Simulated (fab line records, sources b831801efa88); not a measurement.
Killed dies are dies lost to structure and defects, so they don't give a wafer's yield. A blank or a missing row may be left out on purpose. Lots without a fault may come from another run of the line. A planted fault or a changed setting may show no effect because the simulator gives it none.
A struck lot beside a sound one | flow sky130 | 39 steps out of a route of 708
Sound: wafers L998.2, L998.3, L998.5. Struck: wafers L988.2, L988.3, L988.4. The cause comes at the end.
At each step with rows: each side's tool, then ch and its chambers, then its first start. Under that, the readings that differ: sound wafers | struck wafers | difference of the means | sigmas: that difference in standard deviations of wafers without a fault.
alike: readings whose means differ by less than 2 such deviations, and words and numbers that are the same on both sides. not compared: withheld readings, readings that some wafer has no value for, bounds like >300 that may hide the same value, and numbers for which the record gives no deviation and whose values overlap.
The two part at a step that has a row with sigmas, a row that says differs or no value, or rows on one side only. Numbers that don't overlap but have no deviation are shown without sigmas and don't part them. A reading that every wafer of one side lacks parts them only if that side has two wafers or more.

first, 9 steps without rows for these wafers: SKY_LDD_HVP_IMPLANT_08; SKY_LDD_HVP_STRIP_09 (strips in O2/N2); SKY_LDD_LDN_DEHYDRATE_00 (time 60 s); SKY_LDD_LDN_HMDS_01 (prime time 60 s); SKY_LDD_LDN_COAT_02 (resist thk 1140 nm); SKY_LDD_LDN_SOFTBAKE_03 (time 60 s); SKY_LDD_LDN_EXPOSE_04 (exposes mask LDNTM, target cd 700 nm); SKY_LDD_LDN_PEB_05; SKY_LDD_LDN_DEVELOP_06 (develop time 60 s).
SKY_LDD_LDN_IMPLANT_08:
  sound on implanter-03 ch 0, day 30 23:44; struck on implanter-04 ch 0, day 27 11:19
  reading            | sound                            | struck                        | difference | sigmas
  dose_ions_cm2      | 1.2515e+13 1.2514e+13 1.2515e+13 | 1.941e+12 1.942e+12 1.939e+12 | -1.057e+13 | -99 or more
  faraday_current_uA | 70.7 70.6 71.1                   | 11.0 10.7 10.8                | -60.0      | -43
then, 4 steps without rows for these wafers: SKY_LDD_LDN_IMPLANT_09; SKY_LDD_LDN_IMPLANT_10; SKY_LDD_LDN_IMPLANT_11; SKY_LDD_LDN_STRIP_12 (strips in O2/N2).
SKY_LDD_LDN_TW_MEAS_13:
  sound on film_metro-03, day 31 00:26; struck on film_metro-02, day 27 12:01
  reading    | sound          | struck         | difference | sigmas
  LDD_LDN_TW | 1454 1461 1453 | 1388 1391 1395 | -65        | -5
then, 21 steps without rows for these wafers: SKY_LDD_LDN_CLEAN_14 (cleans in SC1/SC2, time 150 s); SKY_SPACER_CVD_00 (deposits Si3N4 from DCS/NH3, target thk 43.1 nm, time 740 s); SKY_SPACER_ETCHBACK_02 (etches Si3N4 in CH3F/O2, stops on SiO2, time 46.7 s, target depth 45 nm); SKY_POLY_CUT_DEHYDRATE_00 (time 60 s); SKY_POLY_CUT_HMDS_01 (prime time 60 s); SKY_POLY_CUT_COAT_02 (resist thk 60 nm); SKY_POLY_CUT_COAT_03 (resist thk 450 nm); SKY_POLY_CUT_SOFTBAKE_04 (time 90 s); SKY_POLY_CUT_EXPOSE_05 (exposes mask NPCM, target cd 270 nm); SKY_POLY_CUT_PEB_06; SKY_POLY_CUT_DEVELOP_07 (develop time 60 s); SKY_POLY_CUT_ETCH_10 (etches BARC in N2/H2, stops on SiO2, time 45.9 s, target depth 60 nm); SKY_POLY_CUT_ETCH_11 (etches Si3N4 in CF4/CH2F2/Ar, stops on poly-Si, time 42.5 s, target depth 60 nm); SKY_POLY_CUT_STRIP_12 (strips in O2/N2); SKY_SD_P_DEHYDRATE_00 (time 60 s); SKY_SD_P_HMDS_01 (prime time 60 s); SKY_SD_P_COAT_02 (resist thk 1140 nm); SKY_SD_P_SOFTBAKE_03 (time 60 s); SKY_SD_P_EXPOSE_04 (exposes mask PSDM, target cd 380 nm); SKY_SD_P_PEB_05; SKY_SD_P_DEVELOP_06 (develop time 60 s).
-- the record jumps here: 18 days lie between the struck wafers' starts before and after (it left off in module SD_P and takes up again in module METAL4, whose first step shown is number 631 of the route) --
SKY_METAL4_DESCUM_15: chemistry O2, time 8 s.
  sound on rie_metal-02 ch 0,1, day 47 23:58; struck on rie_metal-02 ch 0,1, day 45 11:08
  reading                 | sound           | struck            | difference | sigmas
  model.METAL4.cd_nm (nm) | 299 298.4 299.4 | 300.1 300.7 300.4 | +1.5       |
  alike: drypump_motor_current_A, oes_product_au
  not compared: rf_hours_counter_h
SKY_METAL4_ETCH_17: etches SiO2 in C4F8/O2/Ar, stops on TiN, time 3.9 s, target depth 15 nm.
  sound on rie_diel-01 ch 0,2,3, day 48 00:05; struck on rie_diel-01 ch 1,2,3, day 45 11:16
  alike: oes_product_au
  not compared: rf_hours_counter_h, model.METAL4.cd_nm
-- the record jumps here: 4 days lie between the struck wafers' starts before and after (it left off in module METAL4 and takes up again in module PAD_OPEN, whose first step shown is number 708 of the route) --
SKY_PAD_OPEN_PROBE_99:
  sound on prober-01, day 51 03:32; struck on prober-01, day 49 00:41
  reading                         | sound          | struck         | difference | sigmas
  model.etest.tip_sonos.rs_ohm_sq | 2647 2722 2717 | 2832 2858 2881 | +162       |
  alike: killed_at_M0_to_M3, killed_at_M4_up, killed_at_contacts, killed_at_front_end, killed_at_other, killed_dies, killed_open, killed_short

WHERE THEY PART
First at SKY_LDD_LDN_IMPLANT_08; last, within this record, at SKY_LDD_LDN_TW_MEAS_13. Later steps at which nothing parts them and some readings are alike: SKY_METAL4_DESCUM_15, SKY_METAL4_ETCH_17, SKY_PAD_OPEN_PROBE_99.

WHY: what the simulator had put in
Process parameter drift: implanter-04, from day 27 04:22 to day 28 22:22, at SKY_LDD_LDN_IMPLANT_08. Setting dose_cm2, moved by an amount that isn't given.
